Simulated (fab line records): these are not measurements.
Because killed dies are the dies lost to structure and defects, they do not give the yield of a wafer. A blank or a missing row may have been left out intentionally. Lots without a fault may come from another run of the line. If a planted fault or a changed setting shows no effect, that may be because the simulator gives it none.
A lot that was struck, set against a sound lot    flow gf180mcu    14 steps out of a route of 602
Sound: these wafers, L378.2, L378.3, L378.4. The struck wafers were L370.1, L370.3, L370.4. The cause is given at the end.
Order at every step that has rows: each side's tool, ch and its chambers, its first start. Under that, the readings that differ: sound wafers    struck wafers    difference of the means    sigmas: that difference in standard deviations of wafers without a fault.
alike: a reading whose means differ by less than 2 such deviations, as well as words and numbers matching on both sides. not compared: withheld readings; readings where some wafer has no value; bounds like >300 that might hide an equal value; numbers whose values overlap and for which the record gives no deviation.
Wherever a step has rows on one side only, a row that says differs or no value, or a row with sigmas, the two part there. When numbers do not overlap yet have no deviation, they are printed without sigmas and do not part them. A reading missing from all wafers of one side parts the sides only when that side holds two or more wafers.

GF_MIM_SPUTTER_04: material TiN, target thk 50 nm, time 41.7 s.
  sound on pvdSputter-03 at day 30 15:14; struck on pvdSputter-04 at day 28 12:33
  alike: throttleValvePct
GF_MIM_CVD_05: deposits Si3N4, target thk 42 nm, time 29.086 s.
  sound on pecvd-01 ch 0,1,2, day 30 15:16; struck on pecvd-03 ch 0,1, day 28 12:35
  alike: heaterPowerW
  not compared: sinceWetCleanH
GF_MIM_THK_MEAS_06:
  sound on filmMetro-03 at day 30 15:19; struck on filmMetro-02 at day 28 12:37
  alike: MIM_CVD_05_THK
GF_MIM_SPUTTER_07: material TiN, target thk 60 nm, time 50 s.
  sound on pvdSputter-04 at day 30 15:22; struck on pvdSputter-02 at day 28 12:41
  alike: throttleValvePct
GF_MIM_SPUTTER_08: material AlCu, target thk 200 nm, time 10.6 s.
  sound on pvdSputter-04 at day 30 15:25; struck on pvdSputter-02 at day 28 12:44
  alike: throttleValvePct
GF_MIM_SPUTTER_09: material TiN, target thk 35 nm, time 29.2 s.
  sound on pvdSputter-04 at day 30 15:26; struck on pvdSputter-02 at day 28 12:45
  alike: throttleValvePct
GF_MIM_RS_MEAS_10: uses a four-point probe to measure.
  sound on filmMetro-01 at day 30 15:29; struck on filmMetro-01 at day 28 12:47
  alike: MIM_ALCU_RS
GF_MIM_THK_MEAS_11: measures by xrf.
  sound on filmMetro-01 at day 30 15:36; struck on filmMetro-01 at day 28 12:54
  alike: MIM_ALCU_THK
then, 4 steps without rows for these wafers: GF_MIM_DEHYDRATE_12 (time 60 s); GF_MIM_HMDS_13 (prime time 60 s); GF_MIM_COAT_14 (resist thk 1000 nm); GF_MIM_SOFTBAKE_15 (time 60 s).
GF_MIM_EXPOSE_16: exposes mask FuseTop, target cd 2000 nm.
  struck on ilineStepper-01, day 28 22:35; sound on ilineStepper-02 ch 0, day 31 00:18
  no value came back on the struck wafers for exposureDoseMJCm2, focusOffsetNm (nm); on the sound wafers exposureDoseMJCm2 reads 140.06 139.67 139.91
  alike: mask
after that, 1 step had no rows for these wafers: GF_MIM_PEB_17.

WHERE THEY PART
Only at GF_MIM_EXPOSE_16, as far as this record shows.

WHY: whatever the simulator had introduced
Skipped step whole: ilineStepper-01, from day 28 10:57 on, at GF_MIM_EXPOSE_16. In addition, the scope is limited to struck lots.
